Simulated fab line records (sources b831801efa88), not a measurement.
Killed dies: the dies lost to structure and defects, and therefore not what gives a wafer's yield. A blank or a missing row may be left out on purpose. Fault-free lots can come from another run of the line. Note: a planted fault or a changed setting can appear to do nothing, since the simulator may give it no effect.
A struck lot beside a sound one    flow sky130    14 out of 708 route steps
Sound: wafers L600.1, L600.4, L600.5. Struck: wafers L599.3, L599.5, L599.6. Last of all comes the cause.
For every step that has rows: the tool of each side, followed by ch and its chambers, followed by its first start. Under that, the readings that differ: sound wafers    struck wafers    difference of the means    sigmas: that difference in standard deviations of wafers without a fault.
alike: readings whose means differ by less than 2 such deviations, and words and numbers that are the same on both sides. not compared: withheld readings, readings that some wafer has no value for, bounds like >300 that may hide the same value, and numbers for which the record gives no deviation and whose values overlap.
Wherever a step has rows on one side only, a row that says differs or no value, or a row with sigmas, the two part there. Non-overlapping numbers with no deviation appear without sigmas and do not part them. Lack of a reading on every wafer of one side parts them only where that side has two or more wafers.

first, 2 steps without rows for these wafers: SKY_POLY_GATE_CLEAN_19 (cleans in SC1/SC2, time 150 s); SKY_POLY_GATE_OXIDATION_20 (stabilise 600 s, purge 300 s, target thk 4 nm).
SKY_POLY_GATE_THK_MEAS_21:
  struck on film_metro-01, day 21 21:31; sound on film_metro-03, day 22 03:01
  alike: POLY_GATE_OXIDATION_THK
SKY_POLY_GATE_CD_MEAS_22:
  struck on cd_sem-01, day 21 21:36; sound on cd_sem-01, day 22 03:04
  alike: cd_nm
then, 7 steps without rows for these wafers: SKY_LDD_N_DEHYDRATE_00 (time 60 s); SKY_LDD_N_HMDS_01 (prime time 60 s); SKY_LDD_N_COAT_02 (resist thk 300 nm); SKY_LDD_N_SOFTBAKE_03 (time 60 s); SKY_LDD_N_EXPOSE_04 (exposes mask NTM, target cd 840 nm); SKY_LDD_N_PEB_05; SKY_LDD_N_DEVELOP_06 (develop time 60 s).
SKY_LDD_N_OVL_MEAS_07:
  struck on overlay-02, day 23 04:16; sound on overlay-01, day 23 09:22
  alike: LDD_N_OVL
SKY_LDD_N_IMPLANT_08:
  sound on implanter-01 ch 0, day 23 09:23; struck on implanter-03 ch 0, day 23 04:20
reading        sound                        struck                         difference  sigmas
dose_ions_cm2  7.492e+13 7.504e+13 7.5e+13  7.202e+13 7.195e+13 7.201e+13  -2.993e+12  -35
  alike: beam_on_s
next, for these wafers, 1 step has no rows: SKY_LDD_N_IMPLANT_09.

WHERE THEY PART
At SKY_LDD_N_IMPLANT_08 and nowhere else, as far as this record goes.

WHY: whatever the simulator had introduced
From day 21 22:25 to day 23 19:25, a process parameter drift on implanter-03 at SKY_LDD_N_IMPLANT_08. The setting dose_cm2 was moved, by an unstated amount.
